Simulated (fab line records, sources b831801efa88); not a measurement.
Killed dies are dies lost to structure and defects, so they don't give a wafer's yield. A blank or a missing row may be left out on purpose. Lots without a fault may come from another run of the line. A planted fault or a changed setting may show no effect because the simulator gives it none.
Which tool did it? | flow sky130 | 12 lots, 36 wafers sampled, at 1 step of a route of 708

WHAT THE GAUGES READ, wafer by wafer
SKY_VIA2_THK_MEAS_01.
lot  | measured     | on            | VIA2_HDPCVD_THK (nm)
L075 | day 35 16:58 | film_metro-02 | 1196 1185 1165
L079 | day 36 22:22 | film_metro-02 | 1164 1171 1187
L078 | day 37 00:19 | film_metro-03 | 1189 1184 1185
L081 | day 37 15:11 | film_metro-02 | 1166 1180 1202
L083 | day 38 03:36 | film_metro-01 | 1178 1176 1190
L085 | day 38 20:44 | film_metro-01 | 1174 1173 1157
L087 | day 39 10:44 | film_metro-03 | 1197 1194 1201
L089 | day 39 23:09 | film_metro-02 | 1163 1179 1176
L092 | day 40 15:33 | film_metro-01 | 1167 1186 1166
L093 | day 40 19:02 | film_metro-03 | 1164 1202 1160
L095 | day 41 20:48 | film_metro-01 | 1181 1189 1205
L097 | day 42 11:28 | film_metro-03 | 1175 1180 1175

WHICH TOOL RAN EACH LOT (tool, then ch and the chambers of the sampled wafers, then the start)
The record holds no process step before these readings.

THE ANSWER, worked out from the rows above alone
Rule: what is usual is taken from the lots themselves. Put in order of their means at a reading, lots are off if they are a third of the lots or fewer, leave a main group of 4 or more, and stand apart from it by a gap of 3 or more times the standard deviation of the main group's means; of several such gaps the widest counts. A main group whose means are all the same, to the digits that the tables above print for the reading, isn't used. A lot without any number at a reading at which 4 lots or more have one is off too. The other lots that the step has rows for count as sound.
No lot is off at any reading shown: from this, nothing can be told.

WHAT THE SIMULATOR HAD PUT IN
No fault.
